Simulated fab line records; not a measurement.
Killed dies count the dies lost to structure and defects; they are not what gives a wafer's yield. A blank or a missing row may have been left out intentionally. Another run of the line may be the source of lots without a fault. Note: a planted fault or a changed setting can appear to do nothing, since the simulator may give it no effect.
What tool caused it?    flow sky130    10 lots with 30 wafers sampled at 5 steps, on a route of 708 steps

WHAT EACH GAUGE READ, for each wafer
SKY_METAL1_THK_MEAS_06: measures by xrf. Usual: for METAL1_ALCU_THK the level is 253 nm and the standard deviation is 3.6.
lot   measured      on            METAL1_ALCU_THK (nm)  flag
L737  day 31 22:59  filmMetro-01  250 254 252           
L738  day 32 09:11  filmMetro-03  255 255 251           
L744  day 35 11:13  filmMetro-02  255 257 252           
L748  day 36 06:39  filmMetro-01  247 246 243           
L750  day 37 03:14  filmMetro-03  252 252 254           
L751  day 37 06:14  filmMetro-01  256 260 259           
L752  day 37 07:08  filmMetro-03  254 252 254           
L754  day 37 14:22  filmMetro-01  258 256 263           
L757  day 38 14:17  filmMetro-01  250 253 249           
L758  day 38 21:09  filmMetro-02  247 254 250           

SKY_METAL2_RS_MEAS_05: the measuring method here is four-point-probe. Usual: for METAL2_ALCU_RS the level is 0.1266 ohm/sq and the standard deviation is 0.0015.
lot   measured      on            METAL2_ALCU_RS (ohm/sq)                    flag
L737  day 34 07:35  filmMetro-02  0.1255 0.1274 0.1255                       
L738  day 34 19:31  filmMetro-02  0.1285 0.1259 0.1253                       
L744  day 37 18:27  filmMetro-02  0.1281 0.1256 0.1286 0.1279 0.1256 0.1282  
L748  day 38 12:57  filmMetro-01  0.1248 0.1256 0.1261                       
L750  day 39 09:32  filmMetro-02  0.1249 0.1261 0.1259                       
L751  day 39 14:28  filmMetro-04  0.1231 0.1258 0.1263                       
L752  day 39 15:23  filmMetro-02  0.1279 0.1266 0.1270                       
L754  day 39 19:31  filmMetro-02  0.1253 0.1254 0.1261                       
L757  day 40 18:44  filmMetro-02  0.1261 0.1260 0.1268                       
L758  day 41 02:19  filmMetro-02  0.1277 0.1259 0.1276                       

SKY_METAL2_THK_MEAS_06: measures by xrf. Usual: for METAL2_ALCU_THK the level is 251 nm and the standard deviation is 3.2.
lot   measured      on            METAL2_ALCU_THK (nm)     flag
L737  day 34 07:43  filmMetro-02  254 249 253              
L738  day 34 19:37  filmMetro-02  248 254 255              
L744  day 37 21:14  filmMetro-02  248 238 250 248 240 249  
L748  day 38 13:04  filmMetro-01  252 254 252              
L750  day 39 09:39  filmMetro-02  255 251 249              
L751  day 39 14:35  filmMetro-04  256 251 250              
L752  day 39 15:29  filmMetro-02  248 251 250              
L754  day 39 19:38  filmMetro-02  255 255 252              
L757  day 40 18:52  filmMetro-02  252 253 251              
L758  day 41 02:25  filmMetro-02  252 252 253              

WHAT TOOL EACH LOT RAN ON (gives the tool, then ch and the chambers of the sampled wafers, and finally the start)
lot   SKY_METAL1_METAL_ETCH_19          SKY_METAL2_SPUTTER_04
L737  rieMetal-02 ch 0,1, day 33 02:13  pvdSputter-02, day 34 07:32
L738  rieMetal-03 ch 0,1, day 33 12:02  pvdSputter-02, day 34 19:26
L744  rieMetal-04 ch 0,1, day 36 13:38  pvdSputter-02, day 37 18:24
L748  rieMetal-02 ch 0,1, day 37 08:29  pvdSputter-03, day 38 12:53
L750  rieMetal-04 ch 0,1, day 38 05:22  pvdSputter-03, day 39 09:28
L751  rieMetal-03 ch 0,1, day 38 08:46  pvdSputter-03, day 39 14:25
L752  rieMetal-03 ch 0,1, day 38 09:20  pvdSputter-03, day 39 15:19
L754  rieMetal-04 ch 0,1, day 38 15:32  pvdSputter-03, day 39 19:26
L757  rieMetal-04 ch 0,1, day 39 15:11  pvdSputter-03, day 40 18:41
L758  rieMetal-04 ch 0,1, day 39 22:47  pvdSputter-01, day 41 02:13
- SKY_METAL1_METAL_ETCH_19: etches the open film in Cl2/BCl3, stops on SiO2, target depth 360 nm, time 78 s.
- SKY_METAL2_SPUTTER_04: material TiN, target thk 70 nm, time 58.3 s.

AS READ BY THE TOOLS THEMSELVES (means over the sampled wafers that have a number; for cases with no such wafer, the mark the record gives instead)
SKY_METAL1_METAL_ETCH_19. Usual: drypumpMotorCurrentA 5.9 A, standard deviation 0.35; heBacksideLeakSccm 3.28 sccm, standard deviation 0.17; oesProductAu 0.857 a.u., standard deviation 0.0061; throttleValvePct 22.264 %, standard deviation 0.0087.
lot   tool         drypumpMotorCurrentA (A)  heBacksideLeakSccm (sccm)  oesProductAu (a.u.)  throttleValvePct (%)  flag
L737  rieMetal-02  5.6                       3.42                       0.858                22.258                
L738  rieMetal-03  5.9                       3.18                       0.858                22.273                
L744  rieMetal-04  6.1                       3.21                       0.858                22.260                
L748  rieMetal-02  5.6                       3.62                       0.845                22.262                
L750  rieMetal-04  6.1                       3.24                       0.855                22.266                
L751  rieMetal-03  5.8                       3.17                       0.863                22.261                
L752  rieMetal-03  5.9                       3.24                       0.852                22.264                
L754  rieMetal-04  6.1                       3.31                       0.859                22.255                
L757  rieMetal-04  6.1                       3.30                       0.854                22.272                
L758  rieMetal-04  6.1                       3.29                       0.853                22.267                

SKY_METAL2_SPUTTER_04. Usual: throttleValvePct at 30.2 %, with a standard deviation of 0.79.
lot   tool           throttleValvePct (%)  flag
L737  pvdSputter-02  30.0                  
L738  pvdSputter-02  29.9                  
L744  pvdSputter-02  30.3                  
L748  pvdSputter-03  30.0                  
L750  pvdSputter-03  30.4                  
L751  pvdSputter-03  29.8                  
L752  pvdSputter-03  30.3                  
L754  pvdSputter-03  30.3                  
L757  pvdSputter-03  31.5                  
L758  pvdSputter-01  30.2                  

THE ANSWER, worked out from the rows above alone
Rule: a lot counts as off when the mean over its wafers that have a number is more than 3 standard deviations away from the usual mean. A lot without any number at a reading at which 4 lots or more have one is off too. The other lots that the step has rows for count as sound. First the gauges in route order, then the tools' own readings, where a lot's mean is used as printed above. At the first step where some lot is off, the reading lying furthest off is the one used; lots without a number count as furthest.
No lot is off at any reading shown: from this, nothing can be told.

WHAT THE SIMULATOR HAD PUT IN
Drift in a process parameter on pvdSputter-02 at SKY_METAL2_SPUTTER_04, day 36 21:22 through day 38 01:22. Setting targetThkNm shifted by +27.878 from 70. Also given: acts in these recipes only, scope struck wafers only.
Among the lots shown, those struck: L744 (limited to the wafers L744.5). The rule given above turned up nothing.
